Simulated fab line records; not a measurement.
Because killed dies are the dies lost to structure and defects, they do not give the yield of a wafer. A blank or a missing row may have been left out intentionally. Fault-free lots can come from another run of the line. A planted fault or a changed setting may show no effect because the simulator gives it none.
A struck lot beside a sound one    flow sky130    15 out of 708 route steps
Sound: wafers L136.1, L136.4, L136.6. Struck: wafers L145.3, L145.4 (left out: L145.6, a lot-mate that was not struck); the cause follows at the end.
At each step with rows: each side's tool, then ch and its chambers, then its first start. Under that, the readings that differ: sound wafers    struck wafers    difference of the means    sigmas: that difference in standard deviations of wafers without a fault.
alike: readings with means less than 2 such deviations apart, plus words and numbers identical on both sides. not compared: withheld readings, readings lacking a value on some wafer, bounds such as >300 that could conceal the same value, and numbers that have no deviation in the record and whose values overlap.
Wherever a step has rows on one side only, a row that says differs or no value, or a row with sigmas, the two part there. When numbers do not overlap yet have no deviation, they are printed without sigmas and do not part them. Lack of a reading on every wafer of one side parts them only where that side has two or more wafers.

SKY_VIA3_CMP_02: polishes SiO2.
  sound on cmp-02 ch 0,2,3, day 42 21:47; struck on cmp-01 ch 2,3, day 44 01:58
  alike: motor_current_A
SKY_VIA3_BOW_MEAS_03:
  sound: film_metro-04 at day 42 21:59; struck: film_metro-02 at day 44 02:12
  alike: VIA3_BOW
then, 8 steps without rows for these wafers: SKY_VIA3_DEHYDRATE_04 (time 60 s); SKY_VIA3_HMDS_05 (prime time 60 s); SKY_VIA3_COAT_06 (resist thk 60 nm); SKY_VIA3_COAT_07 (resist thk 450 nm); SKY_VIA3_SOFTBAKE_08 (time 90 s); SKY_VIA3_EXPOSE_09 (exposes mask VIM3, target cd 200 nm); SKY_VIA3_PEB_10; SKY_VIA3_DEVELOP_11 (develop time 60 s).
SKY_VIA3_CD_MEAS_12 targets a cd of 200 nm.
  sound: cd_sem-01 at day 43 21:48; struck: cd_sem-02 at day 45 00:05
  alike: cd_nm
SKY_VIA3_OVL_MEAS_13:
  sound: overlay-01 at day 43 21:55; struck: overlay-02 at day 45 00:11
reading        sound  struck  difference  sigmas
VIA3_OVL (nm)  7 9 6  -9 -3   -13         -2
SKY_VIA3_ETCH_14: etches BARC in N2/H2, stops on SiO2, time 45.9 s, target depth 60 nm.
  sound on rie_diel-02 ch 0,2,3, day 43 21:57; struck on rie_diel-02 ch 0,2, day 45 00:12
reading                                      sound              struck       difference  sigmas
bias_w (W)                                   100.7 100.1 100.2  99.6 99.5    -0.8        -3
oes_product_au (a.u.)                        0.862 0.861 0.859  0.815 0.818  -0.044      -9
run_length_s (s)                             74.8 74.3 73.7     77.7 79.2    +4.2        +9
model.KrF-thick_of_VIA3_COAT_07.thk_nm (nm)  394.4 392 392.5    389.8 390.5  -2.8        
  alike: drypump_motor_current_A, throttle_valve_pct
  not compared: rf_hours_counter_h
SKY_VIA3_ETCH_15: etches SiO2 in C4F8/O2/Ar, stops on TiN, target depth 507 nm, time 78 s.
  sound on rie_diel-02 ch 0,2,3, day 43 21:59; struck on rie_diel-02 ch 0,2, day 45 00:14
  alike: bias_w, oes_product_au, run_length_s
  not compared: rf_hours_counter_h
-- the record jumps here: 5 days lie between the struck wafers' starts before and after (it left off in module VIA3 and takes up again in module PAD_OPEN, whose first step shown is number 708 of the route) --
SKY_PAD_OPEN_PROBE_99:
  only the struck wafers here have rows in the record (prober-01, day 50 09:18); the sound ones have none

## WHERE THEY PART
Earliest at SKY_VIA3_OVL_MEAS_13; latest, in this record, at SKY_PAD_OPEN_PROBE_99.

WHY: the cause the simulator had injected
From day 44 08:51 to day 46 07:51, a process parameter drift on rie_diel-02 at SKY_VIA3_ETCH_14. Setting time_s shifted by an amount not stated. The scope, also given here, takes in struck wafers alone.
